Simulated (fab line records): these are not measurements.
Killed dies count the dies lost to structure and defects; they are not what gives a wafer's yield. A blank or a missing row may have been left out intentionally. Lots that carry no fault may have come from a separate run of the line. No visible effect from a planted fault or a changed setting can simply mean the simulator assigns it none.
Which tool was responsible?    flow sky130    24 lots with 72 wafers sampled at 5 steps, on a route of 708 steps

## WHAT THE GAUGES READ, wafer by wafer
SKY_VIA1_CD_MEAS_12: target cd 150 nm.
lot   measured      on         cd-nm (nm)
L074  day 33 14:20  cd-sem-01  150.7 149.5 151.0
L075  day 33 23:28  cd-sem-02  149.9 150.3 147.7
L076  day 35 07:35  cd-sem-02  147.1 148.5 147.9
L078  day 35 09:04  cd-sem-02  151.6 150.4 151.5
L077  day 35 10:56  cd-sem-01  149.2 149.2 147.6
L079  day 35 11:53  cd-sem-01  149.4 149.6 150.7
L080  day 35 19:46  cd-sem-02  150.0 148.4 148.9
L081  day 36 15:53  cd-sem-01  148.5 148.9 148.1
L082  day 36 16:41  cd-sem-01  147.3 147.4 148.2
L083  day 36 19:47  cd-sem-02  152.7 150.1 151.1
L084  day 37 00:28  cd-sem-02  146.8 150.6 149.7
L085  day 37 11:23  cd-sem-02  149.4 149.6 149.9
L086  day 37 13:37  cd-sem-02  152.4 151.0 150.0
L087  day 38 03:43  cd-sem-01  152.1 148.8 150.0
L088  day 38 11:49  cd-sem-02  151.9 151.1 151.9
L089  day 38 18:46  cd-sem-01  151.2 150.8 150.2
L090  day 39 01:34  cd-sem-02  147.8 147.3 149.7
L091  day 39 10:07  cd-sem-01  151.9 151.6 150.9
L092  day 39 11:20  cd-sem-02  146.7 146.5 147.7
L093  day 40 04:15  cd-sem-01  149.5 149.5 147.6
L094  day 40 06:50  cd-sem-02  148.9 150.6 150.9
L095  day 40 13:10  cd-sem-02  148.2 147.1 148.6
L097  day 41 22:28  cd-sem-01  150.3 149.4 151.3
L096  day 42 00:56  cd-sem-02  152.0 151.2 152.8

SKY_CAP2M_THK_MEAS_01.
lot   measured      on             CAP2M_CVD_00_THK (nm)
L074  day 39 09:29  film-metro-04  15.61 15.60 15.77
L075  day 39 19:30  film-metro-01  15.35 15.78 15.85
L076  day 40 23:30  film-metro-04  15.33 15.65 15.52
L078  day 41 01:23  film-metro-04  14.98 15.40 15.34
L077  day 41 01:43  film-metro-04  15.23 15.36 15.65
L079  day 41 04:06  film-metro-03  15.02 15.42 15.40
L080  day 41 10:45  film-metro-04  15.19 15.51 15.39
L081  day 42 07:20  film-metro-03  15.13 15.60 15.57
L082  day 42 07:38  film-metro-01  15.02 15.33 15.35
L083  day 42 10:02  film-metro-03  15.46 15.62 15.51
L084  day 42 13:56  film-metro-01  15.42 15.31 15.29
L085  day 42 22:35  film-metro-01  15.01 15.23 15.49
L086  day 43 00:32  film-metro-04  15.21 15.33 15.63
L087  day 43 14:16  film-metro-01  15.09 15.49 15.55
L088  day 43 19:39  film-metro-01  15.38 15.57 15.94
L089  day 44 02:00  film-metro-01  15.20 15.22 15.31
L090  day 44 09:50  film-metro-03  15.59 15.37 15.74
L091  day 44 16:05  film-metro-01  15.14 15.34 15.45
L092  day 44 16:50  film-metro-03  15.53 15.57 15.39
L093  day 45 10:05  film-metro-03  15.49 15.48 15.70
L094  day 45 11:23  film-metro-03  15.43 15.79 15.61
L095  day 45 15:38  film-metro-03  15.32 15.31 15.69
L097  day 46 19:29  film-metro-03  15.62 15.91 15.86
L096  day 46 23:15  film-metro-03  15.19 15.59 15.29

SKY_CAP2M_RS_MEAS_03: the measuring method here is four-point-probe.
lot   measured      on             CAP2M_TIN_RS (ohm/sq)
L074  day 39 09:40  film-metro-01  6.80 6.79 6.81
L075  day 39 19:41  film-metro-03  6.91 6.93 6.92
L076  day 40 23:40  film-metro-01  7.03 7.02 7.06
L078  day 41 01:34  film-metro-04  6.95 7.03 6.96
L077  day 41 01:53  film-metro-04  6.94 6.91 6.93
L079  day 41 04:16  film-metro-01  6.89 6.92 6.90
L080  day 41 10:56  film-metro-03  6.82 6.80 6.85
L081  day 42 07:31  film-metro-04  6.88 6.94 6.89
L082  day 42 07:48  film-metro-01  6.90 6.94 6.96
L083  day 42 10:12  film-metro-04  6.82 6.85 6.84
L084  day 42 14:07  film-metro-03  6.88 6.88 6.94
L085  day 42 22:46  film-metro-03  6.79 6.80 6.86
L086  day 43 00:43  film-metro-01  6.84 6.89 6.87
L087  day 43 14:27  film-metro-03  6.85 6.95 6.87
L088  day 43 19:50  film-metro-03  6.76 6.71 6.79
L089  day 44 02:11  film-metro-03  6.80 6.82 6.88
L090  day 44 10:01  film-metro-03  6.78 6.76 6.86
L091  day 44 16:16  film-metro-03  7.05 6.94 6.97
L092  day 44 17:01  film-metro-04  6.93 6.91 6.88
L093  day 45 10:15  film-metro-03  6.73 6.74 6.76
L094  day 45 11:35  film-metro-01  6.94 6.94 6.95
L095  day 45 15:49  film-metro-01  7.05 6.92 6.97
L097  day 46 19:40  film-metro-01  6.87 6.87 6.88
L096  day 46 23:26  film-metro-01  6.80 6.80 6.83

## EACH LOT AND THE TOOL THAT RAN IT (in order: tool; ch and the chambers of the sampled wafers; start)
lot   SKY_METAL2_SPUTTER_00         SKY_METAL2_DESCUM_17
L074  pvd-sputter-03, day 33 15:46  rie-metal-01 ch 0,1, day 34 18:00
L075  pvd-sputter-04, day 34 00:56  rie-metal-01 ch 0,1, day 35 03:59
L076  pvd-sputter-01, day 35 09:04  rie-metal-01 ch 0,1, day 36 11:11
L078  pvd-sputter-03, day 35 10:31  rie-metal-04 ch 0,1, day 36 13:32
L077  pvd-sputter-01, day 35 12:25  rie-metal-02 ch 0,1, day 36 15:17
L079  pvd-sputter-04, day 35 13:22  rie-metal-01 ch 0,1, day 36 16:31
L080  pvd-sputter-04, day 35 21:17  rie-metal-02 ch 0,1, day 36 23:53
L081  pvd-sputter-01, day 36 17:22  rie-metal-04 ch 0,1, day 37 19:22
L082  pvd-sputter-04, day 36 18:10  rie-metal-01 ch 0,1, day 37 19:47
L083  pvd-sputter-01, day 36 21:16  rie-metal-04 ch 0,1, day 37 23:59
L084  pvd-sputter-01, day 37 01:55  rie-metal-04 ch 0,1, day 38 04:54
L085  pvd-sputter-01, day 37 12:52  rie-metal-01 ch 0,1, day 38 15:13
L086  pvd-sputter-03, day 37 15:09  rie-metal-01 ch 0,1, day 38 17:04
L087  pvd-sputter-01, day 38 05:11  rie-metal-01 ch 0,1, day 39 07:11
L088  pvd-sputter-03, day 38 13:16  rie-metal-01 ch 0,1, day 39 14:35
L089  pvd-sputter-01, day 38 20:15  rie-metal-01 ch 0,1, day 39 21:19
L090  pvd-sputter-03, day 39 03:01  rie-metal-01 ch 0,1, day 40 04:04
L091  pvd-sputter-01, day 39 11:38  rie-metal-04 ch 0,1, day 40 12:23
L092  pvd-sputter-03, day 39 12:49  rie-metal-04 ch 0,1, day 40 13:30
L093  pvd-sputter-01, day 40 05:44  rie-metal-01 ch 0, day 41 06:38
L094  pvd-sputter-01, day 40 08:36  rie-metal-04 ch 0,1, day 41 09:05
L095  pvd-sputter-04, day 40 14:37  rie-metal-04 ch 0,1, day 41 14:59
L097  pvd-sputter-01, day 41 23:55  rie-metal-04 ch 0,1, day 42 23:22
L096  pvd-sputter-01, day 42 02:27  rie-metal-01 ch 0,1, day 43 02:28
- SKY_METAL2_SPUTTER_00: material Ti, target thk 15 nm, time 10 s.
- SKY_METAL2_DESCUM_17: chemistry O2, time 8 s.

## AS READ BY THE TOOLS THEMSELVES (means over the sampled wafers that have a number; for cases with no such wafer, the mark the record gives instead)
SKY_METAL2_SPUTTER_00.
lot   tool            throttle-valve-pct (%)
L074  pvd-sputter-03  29.3
L075  pvd-sputter-04  30.4
L076  pvd-sputter-01  31.1
L078  pvd-sputter-03  30.1
L077  pvd-sputter-01  31.0
L079  pvd-sputter-04  30.6
L080  pvd-sputter-04  30.4
L081  pvd-sputter-01  30.9
L082  pvd-sputter-04  30.3
L083  pvd-sputter-01  31.1
L084  pvd-sputter-01  30.9
L085  pvd-sputter-01  30.8
L086  pvd-sputter-03  29.5
L087  pvd-sputter-01  30.7
L088  pvd-sputter-03  29.7
L089  pvd-sputter-01  30.8
L090  pvd-sputter-03  29.6
L091  pvd-sputter-01  30.7
L092  pvd-sputter-03  29.2
L093  pvd-sputter-01  31.0
L094  pvd-sputter-01  30.8
L095  pvd-sputter-04  31.4
L097  pvd-sputter-01  31.0
L096  pvd-sputter-01  30.9

SKY_METAL2_DESCUM_17.
lot   tool          drypump-motor-current-A (A)  oes-product-au (a.u.)
L074  rie-metal-01  5.8                          0.986
L075  rie-metal-01  5.8                          0.995
L076  rie-metal-01  5.4                          1.003
L078  rie-metal-04  5.9                          0.999
L077  rie-metal-02  6.2                          1.000
L079  rie-metal-01  5.8                          0.987
L080  rie-metal-02  6.2                          1.010
L081  rie-metal-04  5.8                          0.995
L082  rie-metal-01  5.4                          0.994
L083  rie-metal-04  5.5                          0.986
L084  rie-metal-04  5.6                          0.994
L085  rie-metal-01  5.8                          0.991
L086  rie-metal-01  5.8                          0.988
L087  rie-metal-01  5.4                          0.990
L088  rie-metal-01  5.4                          0.987
L089  rie-metal-01  5.5                          0.996
L090  rie-metal-01  5.8                          0.988
L091  rie-metal-04  5.6                          0.984
L092  rie-metal-04  5.6                          0.990
L093  rie-metal-01  6.2                          0.990
L094  rie-metal-04  5.6                          0.993
L095  rie-metal-04  5.6                          0.993
L097  rie-metal-04  5.6                          0.993
L096  rie-metal-01  5.8                          0.999

## THE ANSWER, worked out from the rows above alone
Rule: the lots themselves supply what counts as usual. The widest of any qualifying gaps counts: lots, ordered by their means at a reading, are off when they make up no more than a third of the lots, leave a main group of 4 or more, and stand apart from it by 3 or more times the standard deviation of that group's means. If all means in a main group match to the digits the tables above print for the reading, that group is not used. A lot without any number at a reading at which 4 lots or more have one is off too. The other lots that the step has rows for count as sound. First the gauges in route order, then the tools' own readings, where a lot's mean is used as printed above. The first step at which some lot is off is used, and at that step the reading that is off furthest; a lot without a number counts as furthest.
No lot is off on any of the readings shown, so nothing can be concluded from this.

## WHAT THE SIMULATOR PUT IN
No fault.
